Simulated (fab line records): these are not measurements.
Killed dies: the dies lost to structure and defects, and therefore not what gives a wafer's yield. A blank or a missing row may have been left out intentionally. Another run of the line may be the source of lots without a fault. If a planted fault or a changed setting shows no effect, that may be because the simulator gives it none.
Which tool was responsible? / flow gf180mcu / 13 lots, 38 wafers sampled, at 5 steps of a route of 602

WHAT EACH GAUGE READ, for each wafer
GF_V4_RS_MEAS_24: a four-point-probe measurement. Usual: V4_W_RS typically reads 0.328 ohm/sq, with standard deviation 0.004.
lot=L917; measured=day 24 07:25; on=filmMetro-02; V4_W_RS (ohm/sq)=0.325 0.325 0.321; flag=
lot=L919; measured=day 25 03:19; on=filmMetro-04; V4_W_RS (ohm/sq)=0.330 0.324 0.329; flag=
lot=L921; measured=day 26 06:14; on=filmMetro-04; V4_W_RS (ohm/sq)=0.333 0.330 0.331; flag=
lot=L922; measured=day 26 11:50; on=filmMetro-02; V4_W_RS (ohm/sq)=0.326 0.325 0.327; flag=
lot=L923; measured=day 27 03:26; on=filmMetro-03; V4_W_RS (ohm/sq)=0.328 0.332 0.329; flag=
lot=L925; measured=day 27 08:41; on=filmMetro-03; V4_W_RS (ohm/sq)=0.326 0.330 0.324; flag=
lot=L926; measured=day 27 15:35; on=filmMetro-03; V4_W_RS (ohm/sq)=0.338 0.336 0.329; flag=
lot=L927; measured=day 27 20:25; on=filmMetro-04; V4_W_RS (ohm/sq)=0.325 0.329 0.327; flag=
lot=L928; measured=day 28 08:43; on=filmMetro-04; V4_W_RS (ohm/sq)=0.339 0.337 0.336; flag=
lot=L930; measured=day 28 17:55; on=filmMetro-04; V4_W_RS (ohm/sq)=0.328 0.325 0.324; flag=
lot=L931; measured=day 29 06:02; on=filmMetro-03; V4_W_RS (ohm/sq)=0.320 0.322 0.320; flag=
lot=L936; measured=day 30 11:26; on=filmMetro-03; V4_W_RS (ohm/sq)=0.331 0.329 0.330; flag=
lot=L939; measured=day 31 02:06; on=filmMetro-04; V4_W_RS (ohm/sq)=0.328 0.327; flag=

GF_V4_THK_MEAS_25: measures by xrf. Usual: V4_W_THK typically reads 352 nm, with standard deviation 6.1.
lot=L917; measured=day 24 07:31; on=filmMetro-02; V4_W_THK (nm)=355 354 362; flag=
lot=L919; measured=day 25 03:26; on=filmMetro-04; V4_W_THK (nm)=351 357 353; flag=
lot=L921; measured=day 26 06:20; on=filmMetro-04; V4_W_THK (nm)=344 348 349; flag=
lot=L922; measured=day 26 11:56; on=filmMetro-02; V4_W_THK (nm)=352 352 351; flag=
lot=L923; measured=day 27 03:34; on=filmMetro-03; V4_W_THK (nm)=360 354 356; flag=
lot=L925; measured=day 27 08:49; on=filmMetro-03; V4_W_THK (nm)=360 356 360; flag=
lot=L926; measured=day 27 15:41; on=filmMetro-03; V4_W_THK (nm)=348 350 356; flag=
lot=L927; measured=day 27 20:31; on=filmMetro-04; V4_W_THK (nm)=351 349 348; flag=
lot=L928; measured=day 28 08:50; on=filmMetro-04; V4_W_THK (nm)=342 343 343; flag=
lot=L930; measured=day 28 18:01; on=filmMetro-04; V4_W_THK (nm)=352 353 358; flag=
lot=L931; measured=day 29 06:08; on=filmMetro-03; V4_W_THK (nm)=360 359 362; flag=
lot=L936; measured=day 30 11:32; on=filmMetro-03; V4_W_THK (nm)=350 352 349; flag=
lot=L939; measured=day 31 02:12; on=filmMetro-04; V4_W_THK (nm)=348 347; flag=

GF_MIM_THK_MEAS_06. Usual: MIM_CVD_05_THK typically reads 42.1 nm, with standard deviation 0.51.
lot=L917; measured=day 24 08:07; on=filmMetro-01; MIM_CVD_05_THK (nm)=42.4 42.1 42.2; flag=
lot=L919; measured=day 25 04:04; on=filmMetro-03; MIM_CVD_05_THK (nm)=42.1 41.8 42.1; flag=
lot=L921; measured=day 26 07:00; on=filmMetro-03; MIM_CVD_05_THK (nm)=41.7 42.3 42.5; flag=
lot=L922; measured=day 26 12:33; on=filmMetro-03; MIM_CVD_05_THK (nm)=42.6 42.5 42.7; flag=
lot=L923; measured=day 27 04:10; on=filmMetro-01; MIM_CVD_05_THK (nm)=42.9 42.2 41.5; flag=
lot=L925; measured=day 27 09:26; on=filmMetro-01; MIM_CVD_05_THK (nm)=41.8 41.9 42.2; flag=
lot=L926; measured=day 27 16:18; on=filmMetro-02; MIM_CVD_05_THK (nm)=40.5 41.5 41.9; flag=
lot=L927; measured=day 27 21:08; on=filmMetro-01; MIM_CVD_05_THK (nm)=41.6 42.1 42.4; flag=
lot=L928; measured=day 28 09:40; on=filmMetro-03; MIM_CVD_05_THK (nm)=41.9 42.5 42.7; flag=
lot=L930; measured=day 28 18:38; on=filmMetro-03; MIM_CVD_05_THK (nm)=41.8 41.8 41.8; flag=
lot=L931; measured=day 29 06:45; on=filmMetro-02; MIM_CVD_05_THK (nm)=41.7 41.3 42.4; flag=
lot=L936; measured=day 30 12:10; on=filmMetro-02; MIM_CVD_05_THK (nm)=42.2 42.8 42.6; flag=
lot=L939; measured=day 31 02:49; on=filmMetro-02; MIM_CVD_05_THK (nm)=41.6 54.5 41.6 54.5; flag=OFF

TOOL THAT RAN EACH LOT (tool first, then ch and the chambers of the sampled wafers, then the start)
lot=L917; GF_V4_SPUTTER_21=pvdSputter-01, day 24 07:02; GF_MIM_CVD_05=pecvd-01 ch 0,2, day 24 08:04
lot=L919; GF_V4_SPUTTER_21=pvdSputter-01, day 25 02:59; GF_MIM_CVD_05=pecvd-01 ch 1,2, day 25 04:01
lot=L921; GF_V4_SPUTTER_21=pvdSputter-01, day 26 05:59; GF_MIM_CVD_05=pecvd-03 ch 1,2, day 26 06:58
lot=L922; GF_V4_SPUTTER_21=pvdSputter-04, day 26 11:35; GF_MIM_CVD_05=pecvd-02 ch 1,2, day 26 12:29
lot=L923; GF_V4_SPUTTER_21=pvdSputter-01, day 27 03:13; GF_MIM_CVD_05=pecvd-02 ch 0,1,2, day 27 04:08
lot=L925; GF_V4_SPUTTER_21=pvdSputter-03, day 27 08:28; GF_MIM_CVD_05=pecvd-03 ch 1,2, day 27 09:23
lot=L926; GF_V4_SPUTTER_21=pvdSputter-01, day 27 15:20; GF_MIM_CVD_05=pecvd-01 ch 0,2, day 27 16:15
lot=L927; GF_V4_SPUTTER_21=pvdSputter-03, day 27 20:09; GF_MIM_CVD_05=pecvd-01 ch 0,1,2, day 27 21:05
lot=L928; GF_V4_SPUTTER_21=pvdSputter-03, day 28 08:29; GF_MIM_CVD_05=pecvd-03 ch 0,1,2, day 28 09:38
lot=L930; GF_V4_SPUTTER_21=pvdSputter-01, day 28 17:40; GF_MIM_CVD_05=pecvd-01 ch 0,1,2, day 28 18:35
lot=L931; GF_V4_SPUTTER_21=pvdSputter-01, day 29 05:46; GF_MIM_CVD_05=pecvd-01 ch 0,2, day 29 06:42
lot=L936; GF_V4_SPUTTER_21=pvdSputter-03, day 30 11:10; GF_MIM_CVD_05=pecvd-01 ch 1,2, day 30 12:06
lot=L939; GF_V4_SPUTTER_21=pvdSputter-01, day 31 01:51; GF_MIM_CVD_05=pecvd-01 ch 0,1, day 31 02:46
- GF_V4_SPUTTER_21: material Ti, target thk 15 nm, time 80.02 s.
- GF_MIM_CVD_05: deposits Si3N4, target thk 42 nm, time 29.086 s.

WHAT THE TOOLS THEMSELVES READ (means of the sampled wafers that have a number; where no wafer has one, the mark that the record gives instead)
GF_V4_SPUTTER_21. Usual: throttleValvePct 30.3 %, standard deviation 0.78.
lot=L917; tool=pvdSputter-01; throttleValvePct (%)=30.1; flag=
lot=L919; tool=pvdSputter-01; throttleValvePct (%)=30.1; flag=
lot=L921; tool=pvdSputter-01; throttleValvePct (%)=30.3; flag=
lot=L922; tool=pvdSputter-04; throttleValvePct (%)=31.1; flag=
lot=L923; tool=pvdSputter-01; throttleValvePct (%)=30.0; flag=
lot=L925; tool=pvdSputter-03; throttleValvePct (%)=29.8; flag=
lot=L926; tool=pvdSputter-01; throttleValvePct (%)=30.0; flag=
lot=L927; tool=pvdSputter-03; throttleValvePct (%)=30.1; flag=
lot=L928; tool=pvdSputter-03; throttleValvePct (%)=29.7; flag=
lot=L930; tool=pvdSputter-01; throttleValvePct (%)=30.4; flag=
lot=L931; tool=pvdSputter-01; throttleValvePct (%)=29.9; flag=
lot=L936; tool=pvdSputter-03; throttleValvePct (%)=30.1; flag=
lot=L939; tool=pvdSputter-01; throttleValvePct (%)=30.8; flag=

GF_MIM_CVD_05. Usual: heaterPowerW 610 W, standard deviation 85; runLengthS 57.1 s, standard deviation 0.46; tempMaxC 399.98 C, standard deviation 0.22.
lot=L917; tool=pecvd-01; heaterPowerW (W)=548; runLengthS (s)=57.2; tempMaxC (C)=400.05; flag=
lot=L919; tool=pecvd-01; heaterPowerW (W)=638; runLengthS (s)=56.9; tempMaxC (C)=399.86; flag=
lot=L921; tool=pecvd-03; heaterPowerW (W)=590; runLengthS (s)=57.4; tempMaxC (C)=400.06; flag=
lot=L922; tool=pecvd-02; heaterPowerW (W)=662; runLengthS (s)=57.2; tempMaxC (C)=399.93; flag=
lot=L923; tool=pecvd-02; heaterPowerW (W)=633; runLengthS (s)=57.1; tempMaxC (C)=399.97; flag=
lot=L925; tool=pecvd-03; heaterPowerW (W)=578; runLengthS (s)=57.6; tempMaxC (C)=400.05; flag=
lot=L926; tool=pecvd-01; heaterPowerW (W)=580; runLengthS (s)=56.9; tempMaxC (C)=400.11; flag=
lot=L927; tool=pecvd-01; heaterPowerW (W)=623; runLengthS (s)=57.0; tempMaxC (C)=399.88; flag=
lot=L928; tool=pecvd-03; heaterPowerW (W)=520; runLengthS (s)=57.0; tempMaxC (C)=399.82; flag=
lot=L930; tool=pecvd-01; heaterPowerW (W)=662; runLengthS (s)=57.0; tempMaxC (C)=400.02; flag=
lot=L931; tool=pecvd-01; heaterPowerW (W)=543; runLengthS (s)=56.9; tempMaxC (C)=399.80; flag=
lot=L936; tool=pecvd-01; heaterPowerW (W)=670; runLengthS (s)=56.8; tempMaxC (C)=400.06; flag=
lot=L939; tool=pecvd-01; heaterPowerW (W)=703; runLengthS (s)=61.0; tempMaxC (C)=400.23; flag=OFF

THE ANSWER, worked out from the rows above alone
Rule: a lot counts as off when the mean over its wafers that have a number is more than 3 standard deviations away from the usual mean. Also off: a lot with no number at a reading for which 4 or more lots have one. The other lots that the step has rows for count as sound. Order of review: gauges by route order, followed by the tools' own readings, for which a lot's mean as printed above is used. At the first step where some lot is off, the reading lying furthest off is the one used; lots without a number count as furthest.
Off: L939, seen at GF_MIM_THK_MEAS_06 (MIM_CVD_05_THK).
A tool fits if, at a process step before that reading, it ran every lot that is off, and no sound lot after the first of them. Not tried: the gauges at GF_MIM_THK_MEAS_06; whatever is off there is also off at GF_MIM_CVD_05, on other tools, and gauge error can't account for it. 2 tools fit, pvdSputter-01 at GF_V4_SPUTTER_21 and pecvd-01 at GF_MIM_CVD_05, so this cannot tell which one it is.

WHAT THE SIMULATOR HAD INSERTED
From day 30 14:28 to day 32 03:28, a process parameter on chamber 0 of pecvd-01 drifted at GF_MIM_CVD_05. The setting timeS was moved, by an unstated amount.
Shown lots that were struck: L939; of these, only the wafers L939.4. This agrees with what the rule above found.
